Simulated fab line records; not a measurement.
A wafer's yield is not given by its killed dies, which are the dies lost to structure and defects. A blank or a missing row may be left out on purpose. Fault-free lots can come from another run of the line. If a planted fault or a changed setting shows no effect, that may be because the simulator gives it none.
A lot that was struck, set against a sound lot + flow sfq_line + 24 steps out of a route of 325
Sound: these wafers, L453.1, L453.2, L453.6. The struck wafers were L460.2, L460.4, L460.6. Last of all comes the cause.
Per side, at each step with rows, come the tool, then ch with its chambers, and then its first start. Under that, the readings that differ: sound wafers + struck wafers + difference of the means + sigmas: that difference in standard deviations of wafers without a fault.
alike: same words and numbers on both sides, and readings whose means sit less than 2 such deviations apart. not compared: any withheld reading, any reading some wafer has no value for, any bound like >300 that may hide the same value, and any number with overlapping values for which the record gives no deviation.
A row with sigmas, a row that says differs or no value, or rows on one side alone: a step with any of these is where the two part. Non-overlapping numbers with no deviation appear without sigmas and do not part them. A reading missing from all wafers of one side parts the sides only when that side holds two or more wafers.

first, 6 steps without rows for these wafers: SFQ_TRILAYER_I1_VIA_LITHO_COAT_054 (resist thk 62 nm); SFQ_TRILAYER_I1_VIA_LITHO_COAT_049 (resist thk 650 nm); SFQ_TRILAYER_I1_VIA_LITHO_SOFTBAKE_053; SFQ_TRILAYER_I1_VIA_LITHO_EXPOSE_050 (exposes mask I1, target cd 500 nm); SFQ_TRILAYER_I1_VIA_LITHO_PEB_052 (peb time 60 s); SFQ_TRILAYER_I1_VIA_LITHO_DEVELOP_051 (time 60 s).
SFQ_I1_OVL_MEAS_913:
  struck on overlay-01, day 25 11:43; sound on overlay-02, day 23 12:23
  alike: I1_OVL
SFQ_TRILAYER_I1_VIA_BARC_OPEN_VIA_ETCH_071: etches BARC in O2, target depth 125 nm, time 41.7 s.
  sound on rie_diel-04 ch 0,1,3, day 23 12:26; struck on rie_diel-03 ch 2,3, day 25 11:45
  alike: bias_w, drypump_motor_current_A, oes_product_au
  not compared: rf_hours_counter_h
SFQ_TRILAYER_I1_VIA_ETCH_VIA_ETCH_052: etches SiO2 in CHF3, stops on Nb, target depth 260 nm.
  sound on rie_diel-04 ch 0,1,3, day 23 12:28; struck on rie_diel-03 ch 2,3, day 25 11:47
  alike: bias_w, drypump_motor_current_A, oes_product_au
SFQ_TRILAYER_I1_VIA_STRIP_STRIP_053: strips in O2.
  sound on rie_metal-01 ch 0,1, day 23 12:35; struck on rie_metal-02 ch 0,1, day 25 11:55
  alike: drypump_motor_current_A, oes_product_au
  not compared: rf_hours_counter_h
then, 2 steps without rows for these wafers: SFQ_TRILAYER_I1_VIA_STRIP_SOLV_CLEAN_054 (cleans in NMP, time 600 s); SFQ_TRILAYER_M2_DEP_PRE_CLEAN_056 (time 22.5 s).
SFQ_TRILAYER_M2_DEP_SPUTTER_055: material Nb, target thk 200 nm, time 133.3 s.
  struck on pvd_sputter-05, day 25 12:58; sound on pvd_sputter-04, day 23 13:23
  alike: base_pressure_pa, cathode_dc_power_W, chamber_pressure_pa, throttle_valve_pct
SFQ_M2_RS_MEAS_914: measurement is done with a four-point probe.
  struck on film_metro-02, day 25 13:05; sound on film_metro-03, day 23 13:28
| reading           | sound             | struck            | difference | sigmas |
|-------------------|-------------------|-------------------|------------|--------|
| M2_NB_RS (ohm/sq) | 0.882 0.884 0.871 | 0.445 0.445 0.445 | -0.434     | -49    |
then, 6 steps without rows for these wafers: SFQ_TRILAYER_M2_LITHO_COAT_062 (resist thk 62 nm); SFQ_TRILAYER_M2_LITHO_COAT_057 (resist thk 600 nm); SFQ_TRILAYER_M2_LITHO_SOFTBAKE_061; SFQ_TRILAYER_M2_LITHO_EXPOSE_058 (exposes mask M2, target cd 500 nm); SFQ_TRILAYER_M2_LITHO_PEB_060 (peb time 60 s); SFQ_TRILAYER_M2_LITHO_DEVELOP_059 (time 60 s).
-- the record jumps here: 6 days lie between the struck wafers' starts before and after --
SFQ_M2_OVL_MEAS_916:
  struck on overlay-02, day 31 07:26; sound on overlay-02, day 23 17:07
  alike: M2_OVL
SFQ_TRILAYER_M2_BARC_OPEN_METAL_ETCH_077: etches BARC in O2, target depth 125 nm, time 41.7 s.
  sound on rie_metal-01 ch 0,1, day 23 17:10; struck on rie_metal-03 ch 1, day 31 07:28
  alike: bias_w, drypump_motor_current_A, oes_product_au
  not compared: rf_hours_counter_h
SFQ_TRILAYER_M2_ETCH_METAL_ETCH_060: etches Nb in Cl2/Ar, stops on SiO2, target depth 240 nm, time 120 s.
  sound on rie_metal-01 ch 0,1, day 23 17:13; struck on rie_metal-03 ch 1, day 31 07:31
| reading                        | sound             | struck            | difference | sigmas |
|--------------------------------|-------------------|-------------------|------------|--------|
| drypump_motor_current_A (A)    | 5.72 5.71 5.71    | 6.30 6.32 6.30    | +0.59      | +2     |
| oes_product_au (a.u.)          | 0.897 0.897 0.896 | 1.010 1.013 1.011 | +0.115     | +17    |
| model.etch.depth_nm (nm)       | 201.6 201.3 204.2 | 242.2 245.3 242   | +40.8      |        |
| model.M2.feature_depth_nm (nm) | 201.6 201.3 204.2 | 242.2 245.3 242   | +40.8      |        |
  alike: bias_w
  not compared: rf_hours_counter_h
SFQ_TRILAYER_M2_STRIP_STRIP_061: strips in O2.
  sound on rie_metal-01 ch 0,1, day 23 17:20; struck on rie_metal-03 ch 1, day 31 07:38
  alike: drypump_motor_current_A, oes_product_au
  not compared: rf_hours_counter_h

WHERE THEY PART
Last at SFQ_TRILAYER_M2_ETCH_METAL_ETCH_060 as far as this record goes, first at SFQ_M2_RS_MEAS_914. Later steps at which nothing parts them and some readings are alike: SFQ_TRILAYER_M2_STRIP_STRIP_061.

WHY: what had been put in by the simulator
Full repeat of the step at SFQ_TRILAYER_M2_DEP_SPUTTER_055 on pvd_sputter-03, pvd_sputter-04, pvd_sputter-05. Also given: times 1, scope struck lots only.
